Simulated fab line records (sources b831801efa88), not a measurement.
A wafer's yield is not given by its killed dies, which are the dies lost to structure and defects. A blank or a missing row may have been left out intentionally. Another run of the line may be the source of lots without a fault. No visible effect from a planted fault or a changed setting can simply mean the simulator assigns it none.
fab line records    flow gf180mcu
record: lots: 13  wafers: 39  last-day: 34
route steps=602 shown STI@5 NWELL@52 LVPWELL@64 DUAL_GATE@154 HV_LDD@195
lots that met no fault: from a run of the same line without faults
start-h: hours from the record's first day to the start of the lot's first wafer shown    wait-h: how many hours have passed since the lot's step before this one    " as in the row above    L1.1+2: a single row standing in for several wafers    - no value present, or no start provided    * or withheld: withheld    < > ~ a bound
route shown NAME@n: names a module that has steps shown in the file, with the first one's number in the route    usual: mean/standard deviation taken from wafers without a fault    same: alike in all rows    chamber/n: place in a boat    sites: per-site readings    _std_site: how widely they spread, as a standard deviation    _edge_site: mean of outer sites minus mean of inner sites    radius-mm: how far each site lies from the wafer's centre    mask NAME#n: copy n    behind: the most recent tool/chamber to have shaped the wafer    hold: why the lot went on hold/how many hours it stayed there/how the hold came to an end    device: the transistor (n, p or np) that didn't switch    end of line: tests of these same wafers at the route's end    a step with no rows: only its recipe    killed: dies that structure and defects cost at the first sort, which is not the same as the wafer's yield    map: a wafer's dies, x killed, . not, _ none there
set.NAME: the run value of the setting; set.NAME@STEP: its run value at that earlier step    model.NAME: the simulator's own value behind a step, which no gauge read
one table for each step of the route and one row for each wafer, over a sample of lots
services: when a tool's chamber went out of use (start-h, in hours from the record's first day, below 0 if earlier), for how many hours, and the reason
== steps ==
step: GF_STI_THK_MEAS_04
recipe: reads: Si3N4_of_STI_CVD_03
usual: STI_CVD_03_THK: 207.4/1.8
lot.wafer  tool           chamber  start-h  wait-h  STI_CVD_03_THK[nm]
L956.3     film-metro-01  -        14.03    0.0     206.3
L956.5     "              -        "        "       205.0
L956.6     "              -        "        "       206.3
L957.1     film-metro-04  -        19.44    0.0     208.3
L957.3     "              -        "        "       208.3
L957.4     "              -        "        "       207.9
L958.2     film-metro-03  -        23.78    0.0     209.0
L958.3     "              -        "        "       208.6
L958.6     "              -        "        "       211.8
L959.2     film-metro-03  -        28.76    0.0     208.9
L959.3     "              -        "        "       206.6
L959.5     "              -        "        "       207.5
L960.4     film-metro-01  -        33.59    0.0     210.6
L960.5     "              -        "        "       209.9
L960.6     "              -        "        "       210.3
L962.1     film-metro-03  -        44.22    0.0     207.5
L962.3     "              -        "        "       206.0
L962.5     "              -        "        "       206.0
L963.3     film-metro-03  -        49.24    0.0     205.2
L963.5     "              -        "        "       202.7
L963.6     "              -        "        "       202.5
L966.1     film-metro-03  -        64.46    0.0     206.7
L966.2     "              -        "        "       207.5
L966.5     "              -        "        "       206.7
L968.3     film-metro-04  -        73.75    0.0     207.5
L968.4     "              -        "        "       206.6
L968.6     "              -        "        "       207.0
L973.1     film-metro-03  -        98.56    0.0     206.4
L973.4     "              -        "        "       208.8
L973.5     "              -        "        "       209.5
L976.2     film-metro-03  -        113.57   0.0     209.2
L976.3     "              -        "        "       207.1
L976.4     "              -        "        "       208.6
L978.1     film-metro-04  -        123.68   0.0     205.8
L978.2     "              -        "        "       205.0
L978.3     "              -        "        "       207.0
L979.2     film-metro-03  -        129.16   0.0     208.0
L979.5     "              -        "        "       207.7
L979.6     "              -        "        "       206.6
step: GF_NWELL_STRIP_10
recipe: chemistry: O2/N2  power-w: 1400  pressure-mtorr: 1500  platen-temp-c: 250  o2-flow-sccm: 3000  n2-flow-sccm: 300  overash-fraction: 0.5
usual: drypump-motor-current-A: 5.7/0.5  heater-power-w: 344/20  n2-flow-sccm: 300.2/0.88  oes-product-au: 0.722/0.0052  platen-temp-c: 249.96/0.19  strip-time-to-endpoint-s: 36.92/0.11
lot.wafer  tool             chamber  start-h  wait-h  drypump-motor-current-A  heater-power-w  n2-flow-sccm  oes-product-au  platen-temp-c  rf-hours-counter-h  strip-time-to-endpoint-s
L956.3     plasma-asher-04  1        55.82    0.1     5.4                      360             301.2         0.714           249.75         -                   37.09
L956.5     "                0        "        "       5.7                      359             301.7         0.726           250.17         -                   37.15
L956.6     "                1        "        "       5.4                      375             299.4         0.731           250.20         -                   37.05
L957.1     plasma-asher-02  1        61.58    0.1     5.6                      371             298.6         0.724           249.88         39                  37.02
L957.3     "                1        "        "       5.6                      375             299.5         0.723           249.76         -                   37.05
L957.4     "                0        "        "       6.6                      339             301.6         0.725           249.90         -                   37.06
L958.2     plasma-asher-01  1        66.38    0.1     5.1                      338             299.0         0.711           250.17         27                  37.04
L958.3     "                0        "        "       5.7                      319             300.3         0.729           249.77         -                   37.10
L958.6     "                1        "        "       5.1                      343             300.4         0.721           250.09         -                   37.03
L959.2     plasma-asher-02  1        72.04    0.1     5.6                      369             300.4         0.728           249.91         40                  36.86
L959.3     "                0        "        "       6.6                      333             301.5         0.722           249.96         -                   36.77
L959.5     "                0        "        "       6.6                      330             299.9         0.720           249.82         -                   36.91
L960.4     plasma-asher-01  0        76.90    0.1     5.7                      309             299.0         0.728           250.07         -                   36.87
L960.5     "                1        "        "       5.1                      336             300.8         0.725           250.28         -                   36.91
L960.6     "                0        "        "       5.7                      311             298.7         0.716           249.97         -                   37.03
L962.1     plasma-asher-04  1        90.31    0.1     5.4                      366             300.2         0.713           250.23         45                  37.08
L962.3     "                1        "        "       5.4                      364             300.0         0.718           249.76         -                   37.11
L962.5     "                1        "        "       5.4                      366             300.3         0.720           249.94         -                   37.16
L963.3     plasma-asher-01  1        95.35    0.1     5.1                      335             300.0         0.725           249.64         -                   36.75
L963.5     "                0        "        "       5.7                      310             299.3         0.727           249.95         -                   36.73
L963.6     "                1        "        "       5.1                      345             299.9         0.716           249.89         -                   36.87
L966.1     plasma-asher-02  1        111.96   0.1     5.6                      383             300.8         0.721           249.73         44                  37.00
L966.2     "                0        "        "       6.6                      344             300.4         0.727           249.65         44                  36.98
L966.5     "                1        "        "       5.6                      367             300.7         0.723           250.12         -                   36.85
L968.3     plasma-asher-04  1        120.12   0.1     5.4                      346             298.5         0.718           249.86         -                   36.83
L968.4     "                0        "        "       5.7                      333             300.1         0.725           250.19         -                   36.91
L968.6     "                1        "        "       5.4                      358             299.8         0.724           250.02         -                   36.90
L973.1     plasma-asher-04  1        149.79   0.1     5.4                      340             299.5         0.931           250.07         3                   -
L973.4     "                0        "        "       5.7                      329             300.3         0.928           249.63         -                   -
L973.5     "                1        "        "       5.4                      357             299.2         0.940           249.93         -                   -
L976.2     plasma-asher-02  1        164.28   0.1     5.6                      369             300.9         0.718           249.82         50                  36.79
L976.3     "                1        "        "       5.6                      375             301.2         0.715           249.78         -                   36.84
L976.4     "                0        "        "       6.6                      344             299.8         0.719           249.47         -                   36.86
L978.1     plasma-asher-01  0        177.01   0.1     5.7                      309             299.7         0.716           249.72         39                  36.96
L978.2     "                1        "        "       5.1                      344             300.2         0.713           249.88         39                  36.92
L978.3     "                0        "        "       5.7                      313             298.8         0.717           250.02         -                   36.94
L979.2     plasma-asher-01  0        183.61   0.1     5.7                      317             299.9         0.728           250.31         40                  36.93
L979.5     "                0        "        "       5.7                      317             301.4         0.718           250.22         -                   36.92
L979.6     "                1        "        "       5.1                      337             301.5         0.726           250.28         -                   36.87
step: GF_LVPWELL_STRIP_10
recipe: chemistry: O2/N2  power-w: 1400  pressure-mtorr: 1500  platen-temp-c: 250  o2-flow-sccm: 3000  n2-flow-sccm: 300  overash-fraction: 0.5
usual: drypump-motor-current-A: 5.7/0.51  heater-power-w: 335/22  n2-flow-sccm: 299.9/0.93  oes-product-au: 0.722/0.0042  platen-temp-c: 250.00/0.18  strip-time-to-endpoint-s: 36.93/0.081
lot.wafer  tool             chamber  start-h  wait-h  drypump-motor-current-A  heater-power-w  n2-flow-sccm  oes-product-au  platen-temp-c  rf-hours-counter-h  strip-time-to-endpoint-s
L956.3     plasma-asher-03  0        68.33    0.1     5.2                      322             301.0         0.726           249.84         -                   37.13
L956.5     "                0        "        "       5.2                      322             299.2         0.723           250.14         -                   36.95
L956.6     "                1        "        "       6.0                      309             299.9         0.725           249.74         -                   36.99
L957.1     plasma-asher-01  1        74.82    0.1     5.1                      338             299.7         0.720           250.18         28                  36.91
L957.3     "                0        "        "       5.7                      313             297.7         0.720           249.95         -                   36.86
L957.4     "                1        "        "       5.1                      336             300.6         0.725           250.40         -                   36.97
L958.2     plasma-asher-02  1        79.96    0.1     5.6                      372             299.0         0.721           249.95         41                  36.95
L958.3     "                1        "        "       5.6                      377             300.7         0.720           250.27         -                   37.03
L958.6     "                0        "        "       6.6                      351             300.3         0.726           250.30         -                   36.93
L959.2     plasma-asher-02  0        85.59    0.1     6.6                      336             300.9         0.723           250.13         42                  37.00
L959.3     "                1        "        "       5.6                      373             301.3         0.718           249.75         -                   36.98
L959.5     "                0        "        "       6.6                      343             301.6         0.733           250.03         -                   36.98
L960.4     plasma-asher-02  0        91.43    0.1     6.6                      345             300.1         0.714           249.85         -                   36.70
L960.5     "                1        "        "       5.6                      375             299.4         0.717           250.02         -                   36.86
L960.6     "                0        "        "       6.6                      348             300.1         0.725           249.95         -                   36.85
L962.1     plasma-asher-01  1        104.74   0.1     5.1                      331             299.1         0.722           250.29         31                  36.95
L962.3     "                1        "        "       5.1                      334             299.0         0.722           250.18         -                   36.97
L962.5     "                0        "        "       5.7                      320             299.3         0.720           249.98         -                   36.96
L963.3     plasma-asher-01  0        109.65   0.1     5.7                      315             301.9         0.727           250.08         -                   36.88
L963.5     "                0        "        "       5.7                      308             300.6         0.720           250.01         -                   36.97
L963.6     "                1        "        "       5.1                      338             300.0         0.717           249.99         -                   36.88
L966.1     plasma-asher-03  0        127.27   0.1     5.2                      318             300.5         0.716           250.02         45                  36.87
L966.2     "                1        "        "       5.9                      305             299.0         0.719           250.42         45                  36.84
L966.5     "                0        "        "       5.2                      334             300.0         0.718           250.13         -                   36.83
L968.3     plasma-asher-02  0        135.83   0.1     6.6                      347             300.6         0.725           249.93         -                   36.88
L968.4     "                1        "        "       5.6                      388             297.9         0.716           249.96         -                   36.92
L968.6     "                0        "        "       6.6                      334             300.3         0.727           249.77         -                   36.96
L973.1     plasma-asher-01  0        165.52   0.1     5.6                      316             299.8         0.736           249.99         38                  59.19
L973.4     "                1        "        "       5.1                      334             300.7         0.726           249.91         -                   59.38
L973.5     "                0        "        "       5.7                      310             300.3         0.728           249.99         -                   59.20
L976.2     plasma-asher-01  0        181.09   0.1     5.7                      322             300.7         0.720           250.13         39                  37.05
L976.3     "                0        "        "       5.7                      311             300.7         0.727           250.20         -                   37.01
L976.4     "                1        "        "       5.1                      331             300.2         0.726           250.35         -                   36.90
L978.1     plasma-asher-02  1        193.72   0.1     5.6                      385             298.5         0.731           250.09         53                  37.09
L978.2     "                0        "        "       6.6                      346             300.6         0.726           250.17         53                  36.99
L978.3     "                1        "        "       5.6                      375             298.7         0.728           250.13         -                   36.93
L979.2     plasma-asher-03  0        200.89   0.1     5.2                      330             300.1         0.719           249.92         53                  37.03
L979.5     "                0        "        "       5.2                      332             299.8         0.718           250.12         -                   37.05
L979.6     "                1        "        "       6.0                      315             301.0         0.722           249.91         -                   36.90
step: GF_LVPWELL_TW_MEAS_11
usual: LVPWELL_TW: 557/3.6
lot.wafer  tool           chamber  start-h  wait-h  LVPWELL_TW
L956.3     film-metro-02  -        68.41    0.1     554
L956.5     "              -        "        "       553
L956.6     "              -        "        "       553
L957.1     film-metro-02  -        74.92    0.1     555
L957.3     "              -        "        "       554
L957.4     "              -        "        "       551
L958.2     film-metro-01  -        80.07    0.1     554
L958.3     "              -        "        "       552
L958.6     "              -        "        "       553
L959.2     film-metro-01  -        85.70    0.1     552
L959.3     "              -        "        "       552
L959.5     "              -        "        "       554
L960.4     film-metro-02  -        91.52    0.1     551
L960.5     "              -        "        "       548
L960.6     "              -        "        "       553
L962.1     film-metro-01  -        104.84   0.1     555
L962.3     "              -        "        "       555
L962.5     "              -        "        "       555
L963.3     film-metro-01  -        109.73   0.1     557
L963.5     "              -        "        "       556
L963.6     "              -        "        "       556
L966.1     film-metro-04  -        127.37   0.1     555
L966.2     "              -        "        "       557
L966.5     "              -        "        "       555
L968.3     film-metro-01  -        135.91   0.1     552
L968.4     "              -        "        "       549
L968.6     "              -        "        "       553
L973.1     film-metro-04  -        165.62   0.1     30
L973.4     "              -        "        "       30
L973.5     "              -        "        "       30
L976.2     film-metro-02  -        181.20   0.1     558
L976.3     "              -        "        "       561
L976.4     "              -        "        "       558
L978.1     film-metro-02  -        193.82   0.1     555
L978.2     "              -        "        "       560
L978.3     "              -        "        "       558
L979.2     film-metro-02  -        201.00   0.1     558
L979.5     "              -        "        "       559
L979.6     "              -        "        "       557
step: GF_DUAL_GATE_STRIP_13
recipe: chemistry: O2/N2  power-w: 1400  pressure-mtorr: 1500  platen-temp-c: 250  o2-flow-sccm: 3000  n2-flow-sccm: 300  overash-fraction: 0.5
usual: drypump-motor-current-A: 5.7/0.52  heater-power-w: 336/21  n2-flow-sccm: 300.0/0.9  oes-product-au: 0.716/0.0047  platen-temp-c: 250.00/0.17  strip-time-to-endpoint-s: 12.65/0.033
lot.wafer  tool             chamber  start-h  wait-h  drypump-motor-current-A  heater-power-w  n2-flow-sccm  oes-product-au  platen-temp-c  rf-hours-counter-h  strip-time-to-endpoint-s
L956.3     plasma-asher-01  0        175.85   0.0     5.7                      314             298.7         0.718           250.14         -                   12.63
L956.5     "                1        "        "       5.1                      332             300.5         0.727           249.92         -                   12.62
L956.6     "                0        "        "       5.7                      315             299.5         0.719           249.92         -                   12.66
L957.1     plasma-asher-01  0        184.89   0.0     5.7                      318             299.3         0.720           249.98         40                  12.67
L957.3     "                0        "        "       5.7                      312             298.6         0.714           250.07         -                   12.64
L957.4     "                1        "        "       5.1                      329             299.4         0.709           249.91         -                   12.66
L958.2     plasma-asher-01  1        189.36   0.0     5.1                      346             301.3         0.715           250.04         40                  12.59
L958.3     "                0        "        "       5.7                      313             302.5         0.717           250.09         -                   12.56
L958.6     "                1        "        "       5.1                      340             300.9         0.715           249.95         -                   12.59
L959.2     plasma-asher-02  0        198.59   0.0     6.6                      342             299.3         0.716           250.06         53                  12.64
L959.3     "                1        "        "       5.6                      376             299.3         0.711           250.09         -                   12.66
L959.5     "                1        "        "       5.6                      364             299.4         0.711           250.21         -                   12.66
L960.4     plasma-asher-01  1        207.47   0.0     5.1                      332             301.1         0.717           249.82         -                   12.63
L960.5     "                0        "        "       5.7                      311             299.4         0.709           250.22         -                   12.63
L960.6     "                1        "        "       5.1                      333             300.2         0.708           250.15         -                   12.64
L962.1     plasma-asher-02  0        220.14   0.0     6.6                      341             301.0         0.715           249.91         55                  12.68
L962.3     "                0        "        "       6.6                      344             301.0         0.715           250.23         -                   12.65
L962.5     "                1        "        "       5.6                      385             300.5         0.714           250.05         -                   12.71
L963.3     plasma-asher-02  0        226.42   0.0     6.6                      342             298.8         0.712           249.98         -                   12.63
L963.5     "                0        "        "       6.6                      340             301.0         0.714           250.00         -                   12.67
L963.6     "                1        "        "       5.6                      368             300.4         0.711           250.07         -                   12.67
L966.1     plasma-asher-01  1        247.57   0.0     5.1                      345             301.2         0.719           249.96         47                  12.66
L966.2     "                0        "        "       5.7                      313             300.5         0.721           250.04         47                  12.64
L966.5     "                1        "        "       5.1                      336             300.7         0.713           250.04         -                   12.65
L968.3     plasma-asher-01  1        258.56   0.0     5.1                      340             300.3         0.718           249.92         -                   12.68
L968.4     "                0        "        "       5.7                      322             299.3         0.715           250.25         -                   12.67
L968.6     "                1        "        "       5.1                      341             299.2         0.719           250.05         -                   12.69
L973.1     plasma-asher-01  1        299.66   0.0     5.1                      338             300.3         0.724           249.89         52                  12.65
L973.4     "                1        "        "       5.1                      332             300.9         0.713           249.85         -                   12.67
L973.5     "                0        "        "       5.7                      311             298.9         0.713           249.81         -                   12.67
L976.2     plasma-asher-01  1        315.69   0.0     5.1                      334             299.1         0.715           250.14         54                  12.58
L976.3     "                1        "        "       5.1                      342             300.3         0.726           249.84         -                   12.64
L976.4     "                0        "        "       5.7                      309             299.1         0.719           249.92         -                   12.63
L978.1     plasma-asher-03  1        329.82   0.0     6.0                      304             300.2         0.717           250.28         66                  12.67
L978.2     "                0        "        "       5.2                      325             299.5         0.717           250.25         66                  12.64
L978.3     "                1        "        "       6.0                      312             300.4         0.716           250.05         -                   12.68
L979.2     plasma-asher-03  1        339.40   0.0     6.0                      317             299.9         0.715           249.89         67                  12.68
L979.5     "                1        "        "       6.0                      311             299.8         0.714           249.99         -                   12.67
L979.6     "                0        "        "       5.2                      321             300.9         0.717           249.90         -                   12.71
step: GF_HV_LDD_CD_MEAS_19
recipe: target-cd-nm: 400
usual: cd-nm: 399.2/2.3
lot.wafer  tool       chamber  start-h  wait-h  cd-nm
L956.3     cd-sem-02  -        234.68   0.1     401.3
L956.5     "          -        "        "       398.1
L956.6     "          -        "        "       398.8
L957.1     cd-sem-01  -        246.24   0.1     399.0
L957.3     "          -        "        "       397.6
L957.4     "          -        "        "       397.4
L958.2     cd-sem-02  -        250.73   0.1     399.4
L958.3     "          -        "        "       401.7
L958.6     "          -        "        "       401.0
L959.2     cd-sem-02  -        259.76   0.1     404.3
L959.3     "          -        "        "       402.9
L959.5     "          -        "        "       404.7
L960.4     cd-sem-01  -        270.95   0.1     401.0
L960.5     "          -        "        "       399.6
L960.6     "          -        "        "       400.8
L962.1     cd-sem-01  -        282.34   0.1     399.1
L962.3     "          -        "        "       397.1
L962.5     "          -        "        "       398.5
L963.3     cd-sem-01  -        289.33   0.1     397.0
L963.5     "          -        "        "       397.5
L963.6     "          -        "        "       397.7
L966.1     cd-sem-02  -        313.03   0.1     396.9
L966.2     "          -        "        "       399.5
L966.5     "          -        "        "       398.9
L968.3     cd-sem-02  -        326.47   0.1     398.5
L968.4     "          -        "        "       396.4
L968.6     "          -        "        "       399.7
L973.1     cd-sem-02  -        368.33   0.1     396.0
L973.4     "          -        "        "       394.4
L973.5     "          -        "        "       396.6
L976.2     cd-sem-02  -        387.51   0.1     401.0
L976.3     "          -        "        "       402.1
L976.4     "          -        "        "       399.2
L978.1     cd-sem-02  -        405.58   0.1     399.9
L978.2     "          -        "        "       401.2
L978.3     "          -        "        "       399.9
L979.2     cd-sem-01  -        412.20   0.1     399.8
L979.5     "          -        "        "       402.1
L979.6     "          -        "        "       402.8
== services ==
tool             chamber  start-h  hours  kind
plasma-asher-04  -        57.46    11.9   repair
plasma-asher-02  -        64.61    1.9    repair
plasma-asher-03  -        66.49    1.5    repair
plasma-asher-04  -        108.75   9.0    pm
plasma-asher-04  0        108.75   9.0    vent-cycle
plasma-asher-04  1        108.75   9.0    vent-cycle
plasma-asher-04  0        117.75   -      clean
plasma-asher-04  1        117.75   -      clean
plasma-asher-02  -        233.44   1.7    repair
plasma-asher-01  -        249.87   0.9    repair
plasma-asher-04  -        316.80   2.0    repair
== key ==
first-sign: step: GF_NWELL_STRIP_10  reading: oes-product-au  direction: up  sigmas: 41  usual: 0.722  struck: 0.933
effect: step: GF_LVPWELL_STRIP_10  reading: strip-time-to-endpoint-s  direction: up  sigmas: 99+  usual: *  struck: *
effect: step: GF_LVPWELL_TW_MEAS_11  reading: LVPWELL_TW  direction: down  sigmas: 99+  usual: 557  struck: 30
met-at GF_NWELL_STRIP_10
struck-lots L973
rows-end L973.1,L973.5
sort-left-out L973.4
tester-left-out L973
not-acting-at GF_STI_THK_MEAS_04,GF_DUAL_GATE_STRIP_13,GF_HV_LDD_CD_MEAS_19
onset-between 120.12 149.79
fault: kind: strip-aborted  tool: plasma-asher-04  chamber: -  onset-h: 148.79  steps: GF_NWELL_STRIP_10  offset: 0.73785  end-h: 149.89
tester-left-out: of these lots the tester's yield and bins aren't shown, on N5 and GAA mostly nor the transistor test; their killed dies are dies lost to structure and defects alone, not to doping, threshold or leakage, so they don't give the yield
sort-left-out: the simulated sort isn't trusted on such a fault, so these wafers' sort isn't shown, and their yield isn't known
rows-end: these wafers met a further fault down the route, and their rows from its step on are left out
